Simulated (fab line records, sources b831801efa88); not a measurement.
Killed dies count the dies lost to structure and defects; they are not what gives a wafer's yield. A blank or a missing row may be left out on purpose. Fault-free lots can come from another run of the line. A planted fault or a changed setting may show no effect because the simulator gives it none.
Chamber matching :: flow sky130 :: SKY_POLY_CUT_ETCH_10 on rie diel-04 has 4 sister chambers
The step etches BARC in N2/H2, stops on SiO2, time 45.9 s, target depth 60 nm. 8 wafers are shown with their chamber, then 7 later ones without.

EACH WAFER AND ITS CHAMBER
wafer: L709.3
chamber: 2
drypump motor current A (A): 5.7
throttle valve pct (%): 13.236

wafer: L711.5
chamber: 3
drypump motor current A (A): 5.4
throttle valve pct (%): 13.208

wafer: L711.6
chamber: 0
drypump motor current A (A): 4.9
throttle valve pct (%): 13.210

wafer: L712.2
chamber: 3
drypump motor current A (A): 5.3
throttle valve pct (%): 13.224

wafer: L712.3
chamber: 2
drypump motor current A (A): 5.7
throttle valve pct (%): 13.236

wafer: L712.4
chamber: 1
drypump motor current A (A): 6.0
throttle valve pct (%): 13.243

wafer: L717.1
chamber: 1
drypump motor current A (A): 5.9
throttle valve pct (%): 13.224

wafer: L717.3
chamber: 0
drypump motor current A (A): 4.9
throttle valve pct (%): 13.224

WAFERS WHOSE CHAMBER IS MISSING
wafer: L717.6
drypump motor current A (A): 4.9
throttle valve pct (%): 13.213

wafer: L718.2
drypump motor current A (A): 5.4
throttle valve pct (%): 13.231

wafer: L718.3
drypump motor current A (A): 5.0
throttle valve pct (%): 13.224

wafer: L718.6
drypump motor current A (A): 5.0
throttle valve pct (%): 13.222

wafer: L719.1
drypump motor current A (A): 5.4
throttle valve pct (%): 13.242

wafer: L719.4
drypump motor current A (A): 5.7
throttle valve pct (%): 13.233

wafer: L719.5
drypump motor current A (A): 6.0
throttle valve pct (%): 13.222

THE CHAMBER EACH PASSED THROUGH
wafer: L717.6
from the rows above: 0
in truth: 0

wafer: L718.2
from the rows above: 3
in truth: 3

wafer: L718.3
from the rows above: 0
in truth: 0

wafer: L718.6
from the rows above: 0
in truth: 0

wafer: L719.1
from the rows above: 3
in truth: 3

wafer: L719.4
from the rows above: 2
in truth: 2

wafer: L719.5
from the rows above: 1
in truth: 1
Placed correctly: 7 of 7. Not placeable from these rows: 0. Wrongly placed: 0.
How it was worked out, from the rows above alone: a wafer's distance from a chamber is the root of the sum, over the readings, of the square of ((its reading less the chamber's mean) divided by the reading's scatter). The wafer belongs to the nearest chamber; if the next one is less than 2 further off, it can't be placed. The mean given for a chamber averages the wafers shown for that chamber. How the scatter is found: for the shown wafers, subtract from each reading the mean of its chamber, square and add these, divide the total by (wafers less chambers), then take the root.
